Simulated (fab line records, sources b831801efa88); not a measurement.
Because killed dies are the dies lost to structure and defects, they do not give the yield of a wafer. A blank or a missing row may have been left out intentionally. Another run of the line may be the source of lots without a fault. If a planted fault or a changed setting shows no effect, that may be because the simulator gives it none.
A struck lot beside a sound one || flow sky130 || 17 steps out of a route of 708
Sound: the wafers L397.1, L397.2, L397.6. Struck: wafer L403.4. (L403.2, L403.6 of the same lot were not struck and are left out.) The cause comes at the end.
Each step with rows lists, per side, the tool, then ch with its chambers, then its first start. Under that, the readings that differ: sound wafers || struck wafers || difference of the means || sigmas: that difference in standard deviations of wafers without a fault.
alike: a reading whose means differ by less than 2 such deviations, as well as words and numbers matching on both sides. not compared: withheld readings; readings where some wafer has no value; bounds like >300 that might hide an equal value; numbers whose values overlap and for which the record gives no deviation.
Wherever a step has rows on one side only, a row that says differs or no value, or a row with sigmas, the two part there. When numbers do not overlap yet have no deviation, they are printed without sigmas and do not part them. A reading that every wafer of one side lacks parts them only if that side has two wafers or more.

SKY_FIELD_ISO_THK_MEAS_02:
  sound on film_metro-02 at day 3 22:29; struck on film_metro-04 at day 5 00:38
  alike: FIELD_ISO_OXIDATION_00_THK
then, 1 step without rows for these wafers: SKY_FIELD_ISO_CVD_03 (deposits Si3N4 from DCS/NH3, target thk 165 nm, time 2830 s).
SKY_FIELD_ISO_THK_MEAS_04:
  sound on film_metro-04 at day 4 01:40; struck on film_metro-03 at day 5 02:29
  alike: FIELD_ISO_CVD_03_THK
then, 8 steps without rows for these wafers: SKY_FIELD_ISO_DEHYDRATE_05 (time 60 s); SKY_FIELD_ISO_HMDS_06 (prime time 60 s); SKY_FIELD_ISO_COAT_07 (resist thk 60 nm); SKY_FIELD_ISO_COAT_08 (resist thk 450 nm); SKY_FIELD_ISO_SOFTBAKE_09 (time 90 s); SKY_FIELD_ISO_EXPOSE_10 (exposes mask FOM, target cd 150 nm); SKY_FIELD_ISO_PEB_11; SKY_FIELD_ISO_DEVELOP_12 (develop time 60 s).
SKY_FIELD_ISO_CD_MEAS_13: the cd target is 150 nm.
  sound on cd_sem-01 at day 4 18:49; struck on cd_sem-01 at day 5 20:35
{"reading": "cd_nm (nm)", "sound": "151.4 150.2 149.6", "struck": 146.6, "difference": -3.8, "sigmas": -2}
SKY_FIELD_ISO_ETCH_14: etches BARC in N2/H2, stops on SiO2, time 45.9 s, target depth 60 nm.
  sound on rie_diel-02 ch 0,1,3, day 4 18:56; struck on rie_diel-04 ch 1, day 5 20:41
{"reading": "chamber_pressure_mTorr (mTorr)", "sound": "30.026 29.983 30.044", "struck": 29.965, "difference": -0.053, "sigmas": -2}
{"reading": "oes_product_au (a.u.)", "sound": "0.858 0.852 0.851", "struck": 0.768, "difference": -0.086, "sigmas": -19}
{"reading": "throttle_valve_pct (%)", "sound": "13.223 13.223 13.245", "struck": 13.206, "difference": -0.024, "sigmas": -3}
{"reading": "model.KrF-thick_of_FIELD_ISO_COAT_08.thk_nm (nm)", "sound": "392.1 392.9 390.5", "struck": 407.5, "difference": "+15.7", "sigmas": ""}
{"reading": "model.etch.depth_nm (nm)", "sound": "60.09 59.99 60.1", "struck": 49.87, "difference": -10.19, "sigmas": ""}
{"reading": "model.FIELD_ISO.cd_nm (nm)", "sound": "150.7 150.8 150", "struck": 149.8, "difference": -0.7, "sigmas": ""}
  alike: drypump_motor_current_A, h2_flow_sccm
  not compared: rf_hours_counter_h
SKY_FIELD_ISO_ETCH_15: etches the open film in CHF3/O2, stops on Si, target depth 180 nm, time 72 s.
  sound on rie_diel-02 ch 0,1,3, day 4 18:59; struck on rie_diel-04 ch 1, day 5 20:44
{"reading": "oes_product_au (a.u.)", "sound": "0.943 0.943 0.949", "struck": 0.505, "difference": -0.440, "sigmas": -65}
{"reading": "throttle_valve_pct (%)", "sound": "8.852 8.824 8.831", "struck": 8.720, "difference": -0.116, "sigmas": -12}
{"reading": "model.KrF-thick_of_FIELD_ISO_COAT_08.thk_nm (nm)", "sound": "235.7 238.5 233", "struck": 253.6, "difference": "+17.9", "sigmas": ""}
  alike: O2_flow_sccm, chamber_pressure_mTorr, drypump_motor_current_A
  not compared: rf_hours_counter_h
SKY_FIELD_ISO_STRIP_16: strips in O2/N2.
  sound on plasma_asher-01 ch 0,1, day 4 19:02; struck on plasma_asher-04 ch 0, day 5 20:47
{"reading": "strip_time_to_endpoint_s (s)", "sound": "3.54 3.56 3.50", "struck": 3.72, "difference": "+0.19", "sigmas": "+6"}
  alike: chamber_pressure_mTorr, drypump_motor_current_A, oes_product_au
  not compared: rf_hours_counter_h
SKY_FIELD_ISO_ETCH_17: etches Si in HBr/Cl2/O2, target depth 342 nm, time 97.7 s.
  sound on rie_si-02 ch 0,1, day 4 19:08; struck on rie_si-01 ch 1, day 5 20:53
{"reading": "O2_flow_sccm (sccm)", "sound": "5.986 5.987 5.980", "struck": 6.042, "difference": "+0.058", "sigmas": "+3"}
  alike: chamber_pressure_mTorr, drypump_motor_current_A, oes_product_au, throttle_valve_pct
  not compared: rf_hours_counter_h
-- a jump in the record: the struck wafers' starts before and after are 44 days apart (it breaks off in module FIELD_ISO and resumes in module PAD_OPEN, where the first step shown is number 708 of the route) --
SKY_PAD_OPEN_PROBE_99:
  sound on prober-01 at day 48 15:59; struck on prober-01 at day 49 23:02
{"reading": "hold", "sound": "- - -", "struck": "await_dispo/1.6h/release", "difference": "no value on the sound wafers", "sigmas": ""}
{"reading": "killed_at_front_end", "sound": "15 10 18", "struck": 321, "difference": "+307", "sigmas": "+68"}
{"reading": "killed_dies", "sound": "75 97 92", "struck": 389, "difference": "+301", "sigmas": "+32"}
{"reading": "killed_on_rim", "sound": "14 14 16", "struck": 84, "difference": "+69", "sigmas": "+17"}
  alike: killed_at_M0_to_M3, killed_at_M4_up, killed_at_contacts, killed_at_other, killed_open, killed_short

WHERE THEY PART
First at SKY_FIELD_ISO_CD_MEAS_13; last, within this record, at SKY_PAD_OPEN_PROBE_99.

WHY: what had been put in by the simulator
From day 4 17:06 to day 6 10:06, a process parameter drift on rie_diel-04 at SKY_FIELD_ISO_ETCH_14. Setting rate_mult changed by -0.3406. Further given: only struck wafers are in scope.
